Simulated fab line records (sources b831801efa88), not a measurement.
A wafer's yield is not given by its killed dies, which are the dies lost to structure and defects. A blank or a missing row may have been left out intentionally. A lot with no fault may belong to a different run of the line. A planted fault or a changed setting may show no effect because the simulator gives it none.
fab line records	flow sky130
[record] lots = 6	wafers = 18	lastDay = 49
route steps=708 shown VT_ADJUST_LVTN@116 VT_ADJUST_NCORE@119 VT_ADJUST_HVTR@131 PAD_OPEN@708
lots that met no fault: from a run of the same line without faults
startH: hours from the record's opening day to when the first of the lot's shown wafers began	waitH: hours since the lot's step before	" same as the row above	L1.1+2: a row that stands for several wafers	- no value, or no start given	* or withheld: withheld	< > ~ a bound
route shown NAME@n: NAME is a module with steps in the file, n the number in the route of the first one	usual: mean/standard deviation of fault-free wafers	same: alike in all rows	chamber/n: place in a boat	sites: per-site readings	_std_site: the standard deviation of these	_edge_site: outer sites' mean less inner sites'	radiusMm: how far each site lies from the wafer's centre	mask NAME#n: copy n	behind: the tool/chamber that last shaped the wafer	hold: the reason the lot was held/the length of the hold in hours/how it ended	device: transistor that didn't switch, given as n, p or np	end of line: tests of these same wafers at the route's end	where a step has no rows: the recipe by itself	killed: at the first sort, the dies lost to defects and structure; wafer yield is something else	map: dies across one wafer; x = killed, . = not, _ = none there
set.NAME: setting as actually run; set.NAME@STEP: the setting as run at that earlier step	model.NAME: the simulator's own value behind a step, which no gauge read
lots seen at some steps along the route; tables by step, rows by wafer
services: from which hour (startH, from the record's first day; less than 0 if before it) a tool's chamber was out of use, for how many hours, and why
[[steps]]
[step SKY_VT_ADJUST_LVTN_IMPLANT_19]
[recipe] species = B	energyKev = 30	doseCm2 = 6.5e+11	tiltDeg = withheld
[step SKY_VT_ADJUST_LVTN_STRIP_20]
[recipe] chemistry = O2/N2	powerW = 1400	pressureMtorr = 1500	platenTempC = withheld	o2FlowSccm = 3000	n2FlowSccm = 300	overashFraction = 0.5
[usual] drypumpMotorCurrentA = 5.5/0.54	oesProductAu = 0.716/0.0048	stripTimeToEndpointS = 14.18/0.043
lot.wafer	tool	chamber	startH	waitH	drypumpMotorCurrentA	oesProductAu	rfHoursCounterH	stripTimeToEndpointS
L465.1	plasmaAsher-01	0	160.93	0.1	5.8	0.717	4	14.15
L465.2	"	1	"	"	5.6	0.723	4	14.22
L465.6	"	1	"	"	5.6	0.708	-	14.18
L467.2	plasmaAsher-04	1	176.82	0.1	4.9	0.721	49	14.19
L467.3	"	1	"	"	4.8	0.718	-	14.15
L467.4	"	0	"	"	6.3	0.713	-	14.12
L475.2	plasmaAsher-04	0	229.58	0.1	6.3	0.714	55	14.15
L475.3	"	0	"	"	6.3	0.716	-	14.14
L475.5	"	1	"	"	4.8	0.717	-	14.19
L477.1	plasmaAsher-02	1	245.64	0.1	4.9	0.719	52	14.19
L477.2	"	0	"	"	5.2	0.708	52	14.21
L477.3	"	1	"	"	4.9	0.721	-	14.19
L479.1	plasmaAsher-02	1	251.84	0.2	5.0	0.713	52	14.22
L479.2	"	0	"	"	5.2	0.725	52	14.21
L479.5	"	1	"	"	5.0	0.720	-	14.22
L480.1	plasmaAsher-04	0	267.84	0.2	6.3	0.721	58	14.14
L480.4	"	0	"	"	6.3	0.710	-	14.15
L480.6	"	1	"	"	4.8	0.715	-	14.13
[step SKY_VT_ADJUST_LVTN_TW_MEAS_21]
[usual] VT_ADJUST_LVTN_2_TW = 189.2/1.7
lot.wafer	tool	chamber	startH	waitH	VT_ADJUST_LVTN_2_TW
L465.1	filmMetro-02	-	161.03	0.1	186.8
L465.2	"	-	"	"	186.2
L465.6	"	-	"	"	187.6
L467.2	filmMetro-02	-	176.98	0.1	187.5
L467.3	"	-	"	"	187.9
L467.4	"	-	"	"	186.5
L475.2	filmMetro-04	-	229.69	0.1	192.7
L475.3	"	-	"	"	192.4
L475.5	"	-	"	"	192.5
L477.1	filmMetro-01	-	245.74	0.1	187.9
L477.2	"	-	"	"	189.4
L477.3	"	-	"	"	188.7
L479.1	filmMetro-02	-	251.94	0.1	187.2
L479.2	"	-	"	"	188.3
L479.5	"	-	"	"	186.8
L480.1	filmMetro-04	-	267.94	0.1	191.1
L480.4	"	-	"	"	192.2
L480.6	"	-	"	"	190.8
[step SKY_VT_ADJUST_NCORE_DEHYDRATE_00]
[recipe] tempC = 200	timeS = 60
[step SKY_VT_ADJUST_NCORE_HMDS_01]
[recipe] primeTimeS = 60	primeTempC = 120
[step SKY_VT_ADJUST_NCORE_COAT_02]
[recipe] resist = NOVOLAK	spinRpm = 3000	resistThkNm = 1140
[step SKY_VT_ADJUST_NCORE_SOFTBAKE_03]
[recipe] tempC = 90	timeS = 60	resist = NOVOLAK
[step SKY_VT_ADJUST_NCORE_EXPOSE_04]
[recipe] maskId = LVTN_COMPLEMENT_THIN	na = 0.6	sourceShape = conventional	sigmaOuter = 0.6	polarization = unpolarized	targetCdNm = 380	doseMj = 139
[step SKY_VT_ADJUST_NCORE_PEB_05]
[recipe] tempC = withheld	timeS = *	resist = NOVOLAK
[step SKY_VT_ADJUST_NCORE_DEVELOP_06]
[recipe] resist = NOVOLAK	developer = TMAH	developTimeS = 60	devTempC = 23
[step SKY_VT_ADJUST_NCORE_CD_MEAS_07]
[recipe] targetCdNm = 380
[usual] cdNm = 379.4/2.6
lot.wafer	tool	chamber	startH	waitH	cdNm
L465.1	cdSem-02	-	181.30	0.1	380.7
L465.2	"	-	"	"	380.5
L465.6	"	-	"	"	381.5
L467.2	cdSem-01	-	197.72	0.1	384.4
L467.3	"	-	"	"	385.0
L467.4	"	-	"	"	384.2
L475.2	cdSem-01	-	252.76	0.1	379.6
L475.3	"	-	"	"	380.2
L475.5	"	-	"	"	378.9
L477.1	cdSem-02	-	270.14	0.1	388.0
L477.2	"	-	"	"	385.8
L477.3	"	-	"	"	386.5
L479.1	cdSem-01	-	275.97	0.1	379.0
L479.2	"	-	"	"	381.0
L479.5	"	-	"	"	378.6
L480.1	cdSem-01	-	291.44	0.1	381.2
L480.4	"	-	"	"	382.3
L480.6	"	-	"	"	380.2
[step SKY_VT_ADJUST_NCORE_OVL_MEAS_08]
[usual] VT_ADJUST_NCORE_OVL = 0.4/1.3
lot.wafer	tool	chamber	startH	waitH	VT_ADJUST_NCORE_OVL[nm]
L465.1	overlay-01	-	181.42	0.1	0.5
L465.2	"	-	"	"	2.4
L465.6	"	-	"	"	-0.2
L467.2	overlay-01	-	197.82	0.1	0.0
L467.3	"	-	"	"	-0.4
L467.4	"	-	"	"	0.5
L475.2	overlay-02	-	252.86	0.1	2.4
L475.3	"	-	"	"	2.0
L475.5	"	-	"	"	1.5
L477.1	overlay-02	-	270.26	0.1	1.7
L477.2	"	-	"	"	1.4
L477.3	"	-	"	"	1.4
L479.1	overlay-02	-	276.09	0.1	0.7
L479.2	"	-	"	"	-0.8
L479.5	"	-	"	"	0.9
L480.1	overlay-01	-	291.56	0.1	-3.3
L480.4	"	-	"	"	-1.7
L480.6	"	-	"	"	-1.3
[step SKY_VT_ADJUST_NCORE_IMPLANT_09]
[recipe] species = B	energyKev = 10	doseCm2 = 2.4e+12	tiltDeg = withheld
[usual] beamEnergyKeV = 9.999/0.0036
lot.wafer	tool	chamber	startH	waitH	beamEnergyKeV	model.implant.rpNm	model.implant.drpNm
L465.1	implanter-04	0	181.45	0.0	9.997	32.74	17.11
L465.2	"	0	"	"	9.994	32.74	17.11
L465.6	"	0	"	"	10.000	32.74	17.11
L467.2	implanter-03	0	197.88	0.0	10.002	32.92	17.11
L467.3	"	0	"	"	9.998	32.92	17.11
L467.4	"	0	"	"	10.001	32.92	17.11
L475.2	implanter-03	0	252.92	0.0	7.308	25.51	13.73
L475.3	"	0	"	"	7.303	25.51	13.73
L475.5	"	0	"	"	7.306	25.51	13.73
L477.1	implanter-03	0	270.30	0.0	7.302	25.92	13.73
L477.2	"	0	"	"	7.302	25.92	13.73
L477.3	"	0	"	"	7.300	25.92	13.73
L479.1	implanter-02	0	276.12	0.0	9.989	34.22	17.11
L479.2	"	0	"	"	9.999	34.22	17.11
L479.5	"	0	"	"	9.993	34.22	17.11
L480.1	implanter-02	0	291.59	0.0	9.996	31.93	17.11
L480.4	"	0	"	"	10.000	31.93	17.11
L480.6	"	0	"	"	10.000	31.93	17.11
[step SKY_VT_ADJUST_NCORE_STRIP_10]
[recipe] chemistry = O2/N2	powerW = 1400	pressureMtorr = 1500	platenTempC = withheld	o2FlowSccm = 3000	n2FlowSccm = 300	overashFraction = 0.5
[usual] drypumpMotorCurrentA = 5.6/0.56	oesProductAu = 0.716/0.0041	stripTimeToEndpointS = 14.174/0.028
lot.wafer	tool	chamber	startH	waitH	drypumpMotorCurrentA	oesProductAu	rfHoursCounterH	stripTimeToEndpointS
L465.1	plasmaAsher-02	1	181.60	0.1	5.0	0.709	45	14.224
L465.2	"	0	"	"	5.2	0.711	45	14.200
L465.6	"	1	"	"	5.0	0.721	-	14.207
L467.2	plasmaAsher-03	1	198.00	0.1	6.2	0.717	39	14.120
L467.3	"	1	"	"	6.2	0.707	-	14.149
L467.4	"	0	"	"	5.7	0.718	-	14.152
L475.2	plasmaAsher-02	1	253.04	0.1	5.0	0.715	52	14.184
L475.3	"	0	"	"	5.2	0.720	-	14.160
L475.5	"	1	"	"	5.0	0.719	-	14.173
L477.1	plasmaAsher-03	1	270.45	0.1	6.2	0.717	46	14.170
L477.2	"	0	"	"	5.7	0.717	46	14.173
L477.3	"	0	"	"	5.7	0.712	-	14.204
L479.1	plasmaAsher-03	1	276.27	0.1	6.2	0.718	47	14.156
L479.2	"	0	"	"	5.7	0.719	47	14.127
L479.5	"	0	"	"	5.7	0.714	-	14.149
L480.1	plasmaAsher-03	0	291.74	0.1	5.7	0.718	49	14.163
L480.4	"	0	"	"	5.7	0.709	-	14.168
L480.6	"	1	"	"	6.2	0.707	-	14.176
[step SKY_VT_ADJUST_NCORE_TW_MEAS_11]
[usual] VT_ADJUST_NCORE_TW = 219.7/2.6
lot.wafer	tool	chamber	startH	waitH	VT_ADJUST_NCORE_TW
L465.1	filmMetro-04	-	181.70	0.1	223.9
L465.2	"	-	"	"	222.2
L465.6	"	-	"	"	221.9
L467.2	filmMetro-03	-	198.11	0.1	219.1
L467.3	"	-	"	"	218.2
L467.4	"	-	"	"	218.4
L475.2	filmMetro-04	-	253.15	0.1	208.3
L475.3	"	-	"	"	208.5
L475.5	"	-	"	"	207.2
L477.1	filmMetro-02	-	270.55	0.1	204.5
L477.2	"	-	"	"	204.2
L477.3	"	-	"	"	203.9
L479.1	filmMetro-03	-	276.37	0.1	216.9
L479.2	"	-	"	"	216.6
L479.5	"	-	"	"	217.3
L480.1	filmMetro-03	-	291.84	0.1	219.0
L480.4	"	-	"	"	218.8
L480.6	"	-	"	"	217.5
[step SKY_VT_ADJUST_HVTR_DEHYDRATE_00]
[recipe] tempC = 200	timeS = 60
[step SKY_PAD_OPEN_PROBE_99]
[usual] killed_at_M0_to_M3 = 45/7.5	killed_at_M4_up = 3.2/1.8	killedAtContacts = 24/4.9	killedAtFrontEnd = 15/4.4	killedAtOther = 0.3/0.54	killedDies = 87/9.8	killedOpen = 47/6.4	killedShort = 40/6.5
[same] grossDies = 492	killedAtBackSide = 0
lot.wafer	tool	chamber	startH	waitH	killed_at_M0_to_M3	killed_at_M4_up	killedAtContacts	killedAtFrontEnd	killedAtOther	killedDies	killedOpen	killedShort	model.etest.nfet_16v.rOnOhmUm	model.etest.pfetG5v0d10v5.rOnOhmUm	model.etest.resPwellUnderGate.rsOhmSq	model.etest.pfetG5v0d10v5.driveUaUm	model.etest.pfet_16v.driveUaUm	model.etest.pfetG5v0d10v5.offLog10AUm	model.etest.pfetG5v0d10v5.vtSatV	model.etest.pfet_16v.vtV
L465.1	prober-02	-	1075.66	0.1	52	2	26	6	0	86	45	41	1.378e+04	4792	2276	342.3	249.6	-12.65	-0.6478	-1.109
L465.2	prober-02	-	1075.71	0.1	39	1	27	13	0	80	46	34	1.379e+04	4771	2277	338.1	245.8	-12.97	-0.6767	-1.109
L465.6	prober-02	-	1075.91	0.2	51	4	28	11	1	95	48	46	1.377e+04	4777	2266	345.1	251.7	-12.87	-0.6574	-1.115
L467.2	prober-01	-	1088.15	0.1	48	4	20	18	1	91	49	42	1.408e+04	4713	2271	345	250.8	-12.42	-0.6245	-1.079
L467.3	prober-01	-	1088.20	0.2	48	1	26	14	0	89	53	36	1.417e+04	4755	2265	341.5	245.8	-12.46	-0.6121	-1.077
L467.4	prober-01	-	1088.25	0.2	41	3	19	20	0	83	46	36	1.407e+04	4747	2290	341.6	246.1	-12.35	-0.6171	-1.09
L475.2	prober-01	-	1143.07	0.1	57	4	33	21	0	115	59	56	1.34e+04	4777	2326	337.9	238.1	-13.42	-0.7468	-1.187
L475.3	prober-01	-	1143.12	0.2	42	1	19	18	0	80	44	36	1.344e+04	4798	2323	334.9	232.2	-13.54	-0.7735	-1.193
L475.5	prober-01	-	1143.22	0.2	38	4	24	15	0	81	48	33	1.341e+04	4793	2315	338.3	238.5	-13.41	-0.7428	-1.191
L477.1	prober-01	-	1150.66	0.1	33	2	27	12	0	74	43	29	1.354e+04	4846	2306	333.7	242.3	-13.4	-0.7209	-1.163
L477.2	prober-01	-	1150.71	0.1	38	4	37	11	0	90	54	34	1.377e+04	4861	2312	330.4	238.3	-13.28	-0.7111	-1.17
L477.3	prober-01	-	1150.76	0.2	35	6	22	17	0	80	40	39	1.366e+04	4898	2300	326.2	241.2	-13.43	-0.7358	-1.171
L479.1	prober-01	-	1162.51	0.1	57	5	19	22	0	103	62	41	1.407e+04	4714	2291	343	252.4	-12.26	-0.6076	-1.1
L479.2	prober-01	-	1162.56	0.1	47	7	21	15	0	90	47	42	1.409e+04	4695	2296	343.5	241.8	-12.48	-0.6322	-1.104
L479.5	prober-01	-	1162.71	0.2	50	3	32	17	0	102	51	51	1.413e+04	4767	2297	338.3	249.5	-12.43	-0.6264	-1.11
L480.1	prober-02	-	1171.56	0.1	45	2	20	20	0	87	54	32	1.371e+04	4742	2268	344.7	244.3	-12.86	-0.6615	-1.121
L480.4	prober-02	-	1171.71	0.2	37	2	18	17	0	74	42	32	1.351e+04	4685	2306	340.6	250.1	-13.05	-0.6901	-1.117
L480.6	prober-02	-	1171.81	0.2	36	1	32	25	0	94	45	49	1.35e+04	4655	2292	348.8	246.8	-12.99	-0.6657	-1.114
// killed by level:class
L465.1 CONTACT:geometricParticle:open=14 VIA1:geometricParticle:open=10 VIA3:geometricParticle:open=7 METAL3:geometricParticle:short=7 VIA1:geometricParticle:short=6 METAL2:geometricParticle:short=6 LI_CONTACT:geometricParticle:open=5 CONTACT:geometricParticle:short=5
L465.2 VIA1:geometricParticle:open=9 CONTACT:geometricParticle:open=8 FIELD_ISO:geometricParticle:open=6 LI_CONTACT:geometricParticle:short=6 VIA3:geometricParticle:open=6 CONTACT:geometricParticle:short=6 VIA2:geometricParticle:open=6 METAL1:geometricParticle:short=6
L465.6 CONTACT:geometricParticle:open=11 METAL1:geometricParticle:short=11 METAL2:geometricParticle:short=9 LI_CONTACT:geometricParticle:open=8 VIA1:geometricParticle:open=8 VIA2:geometricParticle:open=7 LOCAL_INTERCONNECT:geometricParticle:short=4 CONTACT:geometricParticle:short=4
L467.2 VIA3:geometricParticle:open=10 VIA1:geometricParticle:open=10 VIA1:geometricParticle:short=7 LI_CONTACT:geometricParticle:open=6 METAL1:geometricParticle:short=6 VIA2:geometricParticle:open=6 POLY_GATE:geometricParticle:short=5 CONTACT:geometricParticle:open=5
L467.3 VIA1:geometricParticle:open=11 CONTACT:geometricParticle:open=11 METAL1:geometricParticle:short=8 VIA2:geometricParticle:open=8 VIA3:geometricParticle:open=7 POLY_GATE:geometricParticle:open=5 CONTACT:geometricParticle:short=5 VIA1:geometricParticle:short=5
L467.4 VIA1:geometricParticle:open=12 VIA1:geometricParticle:short=10 CONTACT:geometricParticle:open=8 METAL2:geometricParticle:short=6 POLY_GATE:geometricParticle:open=5 LI_CONTACT:geometricParticle:open=5 POLY_GATE:geometricParticle:short=4 VIA3:geometricParticle:open=4
L475.2 CONTACT:geometricParticle:open=12 VIA1:geometricParticle:open=10 VIA1:geometricParticle:short=9 VIA3:geometricParticle:open=9 FIELD_ISO:geometricParticle:short=8 VIA2:geometricParticle:open=8 LI_CONTACT:geometricParticle:open=7 CONTACT:geometricParticle:short=7
L475.3 VIA1:geometricParticle:open=12 VIA3:geometricParticle:short=7 CONTACT:geometricParticle:open=6 VIA3:geometricParticle:open=5 VIA2:geometricParticle:open=5 FIELD_ISO:geometricParticle:short=4 FIELD_ISO:geometricParticle:open=4 POLY_GATE:geometricParticle:open=4
L475.5 CONTACT:geometricParticle:open=11 VIA2:geometricParticle:open=8 LI_CONTACT:geometricParticle:open=6 VIA1:geometricParticle:short=5 VIA1:geometricParticle:open=5 VIA3:geometricParticle:open=5 FIELD_ISO:geometricParticle:open=4 METAL4:geometricParticle:short=4
L477.1 LI_CONTACT:geometricParticle:open=9 VIA2:geometricParticle:open=8 CONTACT:geometricParticle:open=8 VIA1:geometricParticle:open=6 CONTACT:geometricParticle:short=4 METAL1:geometricParticle:short=4 VIA1:geometricParticle:short=4 VIA3:geometricParticle:open=4
L477.2 LI_CONTACT:geometricParticle:open=14 VIA1:geometricParticle:open=9 CONTACT:geometricParticle:short=7 VIA3:geometricParticle:open=7 CONTACT:geometricParticle:open=6 METAL2:geometricParticle:short=6 FIELD_ISO:geometricParticle:open=5 LOCAL_INTERCONNECT:geometricParticle:short=4
L477.3 VIA1:geometricParticle:open=9 LI_CONTACT:geometricParticle:open=8 VIA1:geometricParticle:short=6 VIA2:geometricParticle:open=6 METAL4:geometricParticle:short=6 POLY_GATE:geometricParticle:short=5 CONTACT:geometricParticle:open=5 FIELD_ISO:geometricParticle:open=4
L479.1 VIA1:geometricParticle:open=16 FIELD_ISO:geometricParticle:open=7 FIELD_ISO:geometricParticle:short=7 VIA2:geometricParticle:open=7 LI_CONTACT:geometricParticle:open=6 CONTACT:geometricParticle:open=6 VIA1:geometricParticle:short=6 METAL1:geometricParticle:short=5
L479.2 VIA2:geometricParticle:open=8 CONTACT:geometricParticle:open=7 LI_CONTACT:geometricParticle:open=6 VIA1:geometricParticle:open=6 VIA3:geometricParticle:open=6 LI_CONTACT:geometricParticle:short=5 METAL2:geometricParticle:short=5 METAL1:geometricParticle:short=5
L479.5 CONTACT:geometricParticle:open=13 METAL1:geometricParticle:short=10 VIA1:geometricParticle:open=10 FIELD_ISO:geometricParticle:short=8 FIELD_ISO:geometricParticle:open=7 LOCAL_INTERCONNECT:geometricParticle:short=7 VIA3:geometricParticle:open=6 VIA1:geometricParticle:short=6
L480.1 VIA1:geometricParticle:open=12 CONTACT:geometricParticle:open=10 VIA2:geometricParticle:open=9 FIELD_ISO:geometricParticle:open=7 VIA2:geometricParticle:short=6 VIA3:geometricParticle:open=6 CONTACT:geometricParticle:short=4 VIA1:geometricParticle:short=4
L480.4 VIA1:geometricParticle:open=8 CONTACT:geometricParticle:open=6 LI_CONTACT:geometricParticle:open=5 METAL1:geometricParticle:short=5 VIA2:geometricParticle:open=5 VIA3:geometricParticle:open=5 FIELD_ISO:geometricParticle:short=4 METAL2:geometricParticle:short=4
L480.6 CONTACT:geometricParticle:open=14 FIELD_ISO:geometricParticle:short=11 VIA1:geometricParticle:open=8 LI_CONTACT:geometricParticle:open=6 METAL1:geometricParticle:short=6 LOCAL_INTERCONNECT:geometricParticle:short=5 CONTACT:geometricParticle:short=5 VIA2:geometricParticle:open=5
[[services]]
tool	chamber	startH	hours	kind
implanter-03	-	143.30	5.0	pm
implanter-02	-	153.49	3.4	repair
plasmaAsher-01	-	168.07	0.9	repair
implanter-02	-	184.82	1.2	repair
implanter-02	-	194.16	19.7	pm
implanter-02	-	232.36	0.6	repair
plasmaAsher-04	-	253.23	1.3	repair
implanter-02	-	257.29	1.1	repair
plasmaAsher-01	-	274.47	25.6	pm
[[key]]
[firstSign] step = SKY_VT_ADJUST_NCORE_IMPLANT_09	reading = beamEnergyKeV	direction = down	sigmas = 99+	usual = *	struck = *
[effect] step = SKY_VT_ADJUST_NCORE_TW_MEAS_11	reading = VT_ADJUST_NCORE_TW	direction = down	sigmas = 5.2	usual = 219.7	struck = 206.1
[modelEffect] step = SKY_VT_ADJUST_NCORE_IMPLANT_09	value = implant.rpNm	without = 33.28	struck = 25.72
[modelEffect] step = SKY_PAD_OPEN_PROBE_99	value = etest.nfet_16v.rOnOhmUm	without = 1.394e+04	struck = 1.354e+04
metAt SKY_VT_ADJUST_NCORE_IMPLANT_09
struckWafers L475.2,L475.3,L475.5,L477.1,L477.2,L477.3
testerLeftOut L475,L477
onsetBetween 197.88 252.92
[fault] kind = processParameterDrift	tool = implanter-03	chamber = -	onsetH = 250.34	steps = SKY_VT_ADJUST_NCORE_IMPLANT_09	channel = energyKev	offset = *	shape = step	endH = 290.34	actsIn = *	stated = *
// testerLeftOut: of these lots the tester's yield and bins aren't shown, on N5 and GAA mostly nor the transistor test; their killed dies are dies lost to structure and defects alone, not to doping, threshold or leakage, so they don't give the yield
